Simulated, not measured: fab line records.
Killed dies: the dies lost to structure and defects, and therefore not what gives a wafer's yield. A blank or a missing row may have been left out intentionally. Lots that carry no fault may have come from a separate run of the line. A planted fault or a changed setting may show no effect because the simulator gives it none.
A struck lot beside a sound one -- flow sky130 -- 43 out of 708 route steps
Sound: these wafers, L567.3, L567.5, L567.6. Wafers L557.2, L557.4, L557.6 were the ones struck. The cause is named last.
For every step that has rows: the tool of each side, followed by ch and its chambers, followed by its first start. Under that, the readings that differ: sound wafers -- struck wafers -- difference of the means -- sigmas: that difference in standard deviations of wafers without a fault.
alike: readings with means less than 2 such deviations apart, plus words and numbers identical on both sides. not compared: withheld readings, readings lacking a value on some wafer, bounds such as >300 that could conceal the same value, and numbers that have no deviation in the record and whose values overlap.
Wherever a step has rows on one side only, a row that says differs or no value, or a row with sigmas, the two part there. When numbers do not overlap yet have no deviation, they are printed without sigmas and do not part them. A reading missing from all wafers of one side parts the sides only when that side holds two or more wafers.

first, 1 step without rows for these wafers: SKY_SONOS_TUNNEL_DEVELOP_06 (develop time 60 s).
SKY_SONOS_TUNNEL_CD_MEAS_07: the cd target is 410 nm.
  sound: cd sem-02 at day 16 10:23; struck: cd sem-02 at day 13 13:07
  alike: cd nm
SKY_SONOS_TUNNEL_OVL_MEAS_08:
  sound: overlay-01 at day 16 10:29; struck: overlay-02 at day 13 13:14
  alike: SONOS_TUNNEL_OVL
then, 3 steps without rows for these wafers: SKY_SONOS_TUNNEL_IMPLANT_09; SKY_SONOS_TUNNEL_WET_ETCH_10 (etches SiO2 in dHF, target depth 14 nm, time 280 s); SKY_SONOS_TUNNEL_STRIP_11 (strips in SPM, time 600 s).
SKY_SONOS_TUNNEL_TW_MEAS_12:
  sound: film metro-03 at day 16 10:57; struck: film metro-02 at day 13 13:41
  alike: SONOS_TUNNEL_TW
then, 2 steps without rows for these wafers: SKY_SONOS_TUNNEL_CLEAN_13 (cleans in dHF, time 20 s); SKY_SONOS_ONO_OXIDATION_00 (stabilise 600 s, purge 300 s, target thk 2.6 nm).
SKY_SONOS_ONO_THK_MEAS_01:
  sound: film metro-04 at day 16 14:22; struck: film metro-03 at day 13 16:18
  alike: SONOS_ONO_OXIDATION_THK
then, 1 step without rows for these wafers: SKY_SONOS_ONO_CVD_02 (deposits Si3N4 from DCS/NH3, target thk 10.5 nm, time 180 s).
SKY_SONOS_ONO_THK_MEAS_03:
  sound: film metro-01 at day 16 16:58; struck: film metro-03 at day 13 20:13
  alike: SONOS_ONO_CVD_02_THK
SKY_SONOS_ONO_CVD_04: deposits SiO2 from SiH4/N2O, target thk 5.7199 nm.
  sound on lpcvd-03 ch 0, day 16 17:01; struck on lpcvd-03 ch 0, day 13 20:16
reading,sound,struck,difference,sigmas
spike tc bottom C (C),911.5 913.4 913.0,945.6 945.4 942.5,+31.9,+27
spike tc centre C (C),900.2 901.7 902.0,933.1 933.0 931.4,+31.2,+28
spike tc lower C (C),899.0 898.7 899.8,930.9 931.0 929.8,+31.4,+20
spike tc top C (C),906.2 904.9 906.1,937.2 936.7 938.8,+31.8,+19
spike tc upper C (C),899.2 898.8 899.1,930.2 933.8 928.6,+31.8,+24
susceptor temp C (C),900.2 899.9 899.9,931.2 931.3 930.9,+31.1,+92
zone power lower pct (%),16.28 16.47 16.80,18.01 17.69 17.93,+1.36,+7
zone power upper pct (%),16.58 16.27 16.52,17.65 17.89 18.11,+1.43,+6
model.SiO2_of_SONOS_ONO_CVD_04.thk nm (nm),5.621 5.573 5.651,9.017 9.039 9.089,+3.433,
SKY_SONOS_ONO_THK_MEAS_05:
  sound: film metro-04 at day 16 18:17; struck: film metro-03 at day 13 21:46
reading,sound,struck,difference,sigmas
SONOS_ONO_CVD_04_THK (nm),5.58 5.59 5.70,9.03 9.08 9.07,+3.44,+35
  not compared: hold
then, 6 steps without rows for these wafers: SKY_SONOS_ONO_HMDS_07 (prime time 60 s); SKY_SONOS_ONO_COAT_08 (resist thk 1140 nm); SKY_SONOS_ONO_SOFTBAKE_09 (time 60 s); SKY_SONOS_ONO_EXPOSE_10 (exposes mask ONOM, target cd 410 nm); SKY_SONOS_ONO_PEB_11; SKY_SONOS_ONO_DEVELOP_12 (develop time 60 s).
SKY_SONOS_ONO_CD_MEAS_13: the cd target is 410 nm.
  sound: cd sem-01 at day 17 23:19; struck: cd sem-02 at day 14 22:53
  alike: cd nm
SKY_SONOS_ONO_OVL_MEAS_14:
  sound: overlay-01 at day 17 23:24; struck: overlay-02 at day 14 23:00
reading,sound,struck,difference,sigmas
SONOS_ONO_OVL (nm),-0.9 -2.2 -3.4,0.7 1.0 -0.4,+2.6,+2
SKY_SONOS_ONO_ETCH_15: etches the open film in CHF3/O2, target depth 19.52 nm, time 7.8 s.
  sound on rie diel-03 ch 0,3, day 17 23:26; struck on rie diel-03 ch 0,1, day 14 23:02
  alike: drypump motor current A, oes product au, rf fwd power W, throttle valve pct
  not compared: rf hours counter h
then, 1 step without rows for these wafers: SKY_SONOS_ONO_WET_ETCH_16 (etches SiO2 in dHF, target depth 14 nm, time 280 s).
SKY_SONOS_ONO_STRIP_17: strips in O2/N2.
  sound on plasma asher-02 ch 0,1, day 17 23:34; struck on plasma asher-02 ch 0,1, day 14 23:08
  alike: drypump motor current A, oes product au, strip time to endpoint s
  not compared: rf hours counter h
then, 3 steps without rows for these wafers: SKY_SONOS_ONO_WET_ETCH_18 (etches Si3N4 in H3PO4, target depth 15 nm, time 172 s); SKY_GATE_OXIDE_CLEAN_00 (cleans in SC1/SC2, time 150 s); SKY_GATE_OXIDE_OXIDATION_01 (stabilise 600 s, purge 300 s, target thk 10.268 nm).
SKY_GATE_OXIDE_THK_MEAS_02:
  sound: film metro-01 at day 18 01:10; struck: film metro-02 at day 15 01:55
  alike: GATE_OXIDE_OXIDATION_00_THK
then, 7 steps without rows for these wafers: SKY_GATE_OXIDE_DEHYDRATE_03 (time 60 s); SKY_GATE_OXIDE_HMDS_04 (prime time 60 s); SKY_GATE_OXIDE_COAT_05 (resist thk 1140 nm); SKY_GATE_OXIDE_SOFTBAKE_06 (time 60 s); SKY_GATE_OXIDE_EXPOSE_07 (exposes mask LVOM, target cd 600 nm); SKY_GATE_OXIDE_PEB_08; SKY_GATE_OXIDE_DEVELOP_09 (develop time 60 s).
SKY_GATE_OXIDE_OVL_MEAS_10:
  sound: overlay-02 at day 19 06:54; struck: overlay-01 at day 16 05:50
  alike: GATE_OXIDE_OVL
then, 2 steps without rows for these wafers: SKY_GATE_OXIDE_IMPLANT_11; SKY_GATE_OXIDE_WET_ETCH_12 (etches SiO2 in dHF, target depth 16.8 nm, time 336 s).
SKY_GATE_OXIDE_STRIP_13: strips in O2/N2.
  sound on plasma asher-04 ch 0,1, day 19 07:13; struck on plasma asher-04 ch 0,1, day 16 06:07
  alike: drypump motor current A, oes product au, strip time to endpoint s
  not compared: rf hours counter h
SKY_GATE_OXIDE_TW_MEAS_14:
  sound: film metro-02 at day 19 07:17; struck: film metro-02 at day 16 06:14
  alike: GATE_OXIDE_TW
SKY_GATE_OXIDE_CLEAN_15: cleans in SC1/SC2, time 150 s.
  sound on wet bench-01 ch 3, day 19 07:20; struck on wet bench-02 ch 1, day 16 06:17
reading,sound,struck,difference,sigmas
model.SiO2_of_SONOS_ONO_CVD_04.thk nm (nm),4.111 4.056 4.134,7.511 7.53 7.581,+3.440,
-- the record jumps here: 31 days lie between the struck wafers' starts before and after (it left off in module GATE_OXIDE and takes up again in module PAD_OPEN, whose first step shown is number 708 of the route) --
SKY_PAD_OPEN_PROBE_99:
  sound: prober-02 at day 49 15:09; struck: prober-02 at day 47 14:50
  alike: killed_at_M0_to_M3, killed_at_M4_up, killed at contacts, killed at front end, killed at other, killed dies, killed open, killed short

== WHERE THEY PART ==
Last at SKY_SONOS_ONO_OVL_MEAS_14 as far as this record goes, first at SKY_SONOS_ONO_CVD_04. Later steps at which nothing parts them and some readings are alike: SKY_SONOS_ONO_ETCH_15, SKY_SONOS_ONO_STRIP_17, SKY_GATE_OXIDE_THK_MEAS_02, SKY_GATE_OXIDE_OVL_MEAS_10, SKY_GATE_OXIDE_STRIP_13, SKY_GATE_OXIDE_TW_MEAS_14, SKY_PAD_OPEN_PROBE_99.

WHY: what had been put in by the simulator
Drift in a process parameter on lpcvd-03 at SKY_SONOS_ONO_CVD_04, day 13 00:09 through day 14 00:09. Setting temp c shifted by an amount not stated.
